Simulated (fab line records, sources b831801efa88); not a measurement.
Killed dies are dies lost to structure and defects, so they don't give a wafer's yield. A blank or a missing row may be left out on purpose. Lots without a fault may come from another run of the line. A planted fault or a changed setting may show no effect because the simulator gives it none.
A struck lot beside a sound one | flow sky130 | 44 steps out of a route of 708
Sound: wafers L902.1, L902.2, L902.4. Struck: wafers L917.1, L917.3, L917.6. The cause comes at the end.
At each step with rows: each side's tool, then ch and its chambers, then its first start. Under that, the readings that differ: sound wafers | struck wafers | difference of the means | sigmas: that difference in standard deviations of wafers without a fault.
alike: readings whose means differ by less than 2 such deviations, and words and numbers that are the same on both sides. not compared: withheld readings, readings that some wafer has no value for, bounds like >300 that may hide the same value, and numbers for which the record gives no deviation and whose values overlap.
The two part at a step that has a row with sigmas, a row that says differs or no value, or rows on one side only. Numbers that don't overlap but have no deviation are shown without sigmas and don't part them. A reading that every wafer of one side lacks parts them only if that side has two wafers or more.

first, 2 steps without rows for these wafers: SKY_DNWELL_DEVELOP_06 (develop time 60 s); SKY_DNWELL_IMPLANT_07.
SKY_DNWELL_STRIP_08: strips in O2/N2.
  sound on plasma_asher-02 ch 0,1, day 3 03:16; struck on plasma_asher-02 ch 0,1, day 6 12:16
  alike: drypump_motor_current_A, oes_product_au, strip_time_to_endpoint_s
  not compared: rf_hours_counter_h
SKY_DNWELL_TW_MEAS_09:
  sound on film_metro-04, day 3 03:22; struck on film_metro-03, day 6 12:22
  alike: DNWELL_TW
then, 7 steps without rows for these wafers: SKY_PWDE_DEHYDRATE_00 (time 60 s); SKY_PWDE_HMDS_01 (prime time 60 s); SKY_PWDE_COAT_02 (resist thk 3000 nm); SKY_PWDE_SOFTBAKE_03; SKY_PWDE_EXPOSE_04 (exposes mask PWDEM, target cd 840 nm); SKY_PWDE_PEB_05; SKY_PWDE_DEVELOP_06 (develop time 60 s).
SKY_PWDE_OVL_MEAS_07:
  sound on overlay-02, day 3 19:04; struck on overlay-01, day 7 07:47
  alike: PWDE_OVL
SKY_PWDE_IMPLANT_08:
  sound on implanter-02 ch 0, day 3 19:06; struck on implanter-02 ch 0, day 7 08:08
  reading         | sound                | struck               | difference | sigmas
  beam_energy_keV | 150.07 150.09 150.01 | 149.88 149.99 150.01 | -0.10      | -2
  alike: beam_on_s
SKY_PWDE_STRIP_09: strips in O2/N2.
  sound on plasma_asher-03 ch 0,1, day 3 19:15; struck on plasma_asher-03 ch 0,1, day 7 08:17
  alike: drypump_motor_current_A, oes_product_au, strip_time_to_endpoint_s
  not compared: rf_hours_counter_h
SKY_PWDE_TW_MEAS_10:
  sound on film_metro-01, day 3 19:21; struck on film_metro-03, day 7 08:37
  reading | sound             | struck            | difference | sigmas
  PWDE_TW | 370.4 372.9 372.7 | 467.0 470.3 468.3 | +96.5      | +33
then, 7 steps without rows for these wafers: SKY_NWELL_DEHYDRATE_03 (time 60 s); SKY_NWELL_HMDS_04 (prime time 60 s); SKY_NWELL_COAT_05 (resist thk 3000 nm); SKY_NWELL_SOFTBAKE_06; SKY_NWELL_EXPOSE_07 (exposes mask NWM, target cd 840 nm); SKY_NWELL_PEB_08; SKY_NWELL_DEVELOP_09 (develop time 60 s).
SKY_NWELL_OVL_MEAS_10:
  sound on overlay-01, day 4 11:55; struck on overlay-02, day 8 03:40
  alike: NWELL_00_OVL
then, 3 steps without rows for these wafers: SKY_NWELL_IMPLANT_11; SKY_NWELL_IMPLANT_12; SKY_NWELL_IMPLANT_13.
SKY_NWELL_STRIP_14: strips in O2/N2.
  sound on plasma_asher-03 ch 0,1, day 4 12:24; struck on plasma_asher-03 ch 0,1, day 8 04:09
  alike: drypump_motor_current_A, oes_product_au, strip_time_to_endpoint_s
  not compared: rf_hours_counter_h
SKY_NWELL_TW_MEAS_15:
  sound on film_metro-03, day 4 12:30; struck on film_metro-04, day 8 04:15
  alike: NWELL_TW
then, 7 steps without rows for these wafers: SKY_NWELL_DEHYDRATE_16 (time 60 s); SKY_NWELL_HMDS_17 (prime time 60 s); SKY_NWELL_COAT_18 (resist thk 3000 nm); SKY_NWELL_SOFTBAKE_19; SKY_NWELL_EXPOSE_20 (exposes mask NWM COMPLEMENT, target cd 840 nm); SKY_NWELL_PEB_21; SKY_NWELL_DEVELOP_22 (develop time 60 s).
SKY_NWELL_OVL_MEAS_23:
  sound on overlay-01, day 5 04:28; struck on overlay-01, day 9 00:43
  alike: NWELL_01_OVL
then, 1 step without rows for these wafers: SKY_NWELL_IMPLANT_24.
SKY_NWELL_STRIP_25: strips in O2/N2.
  sound on plasma_asher-01 ch 0,1, day 5 04:39; struck on plasma_asher-01 ch 0,1, day 9 00:54
  alike: drypump_motor_current_A, oes_product_au, strip_time_to_endpoint_s
  not compared: rf_hours_counter_h
SKY_NWELL_TW_MEAS_26:
  sound on film_metro-04, day 5 04:45; struck on film_metro-04, day 9 01:00
  alike: NWELL_2_TW
then, 1 step without rows for these wafers: SKY_NWELL_CLEAN_27 (cleans in SC1/SC2, time 150 s).
SKY_NWELL_RTA_28: time 30 s.
  sound on rtp_anneal-02 ch 0, day 5 04:52; struck on rtp_anneal-01 ch 0, day 9 01:07
  alike: lamp_power_pct, ramp_down_c_per_s, wafer_temp_C_max
SKY_NWELL_RS_MEAS_29: measures by four-point-probe.
  sound on film_metro-03, day 5 04:58; struck on film_metro-01, day 9 01:13
  alike: NWELL_RS
SKY_NWELL_RS_MEAS_31: measures by four-point-probe.
  sound on film_metro-03, day 5 05:12; struck on film_metro-01, day 9 01:47
  reading          | sound          | struck         | difference | sigmas
  PWDE_RS (ohm/sq) | 5295 5297 5292 | 3110 3118 3116 | -2180      | -99 or more
then, 1 step without rows for these wafers: SKY_PAD_OPEN_PROBE_99.

WHERE THEY PART
First at SKY_PWDE_IMPLANT_08; last, within this record, at SKY_NWELL_RS_MEAS_31.

WHY: what the simulator had put in
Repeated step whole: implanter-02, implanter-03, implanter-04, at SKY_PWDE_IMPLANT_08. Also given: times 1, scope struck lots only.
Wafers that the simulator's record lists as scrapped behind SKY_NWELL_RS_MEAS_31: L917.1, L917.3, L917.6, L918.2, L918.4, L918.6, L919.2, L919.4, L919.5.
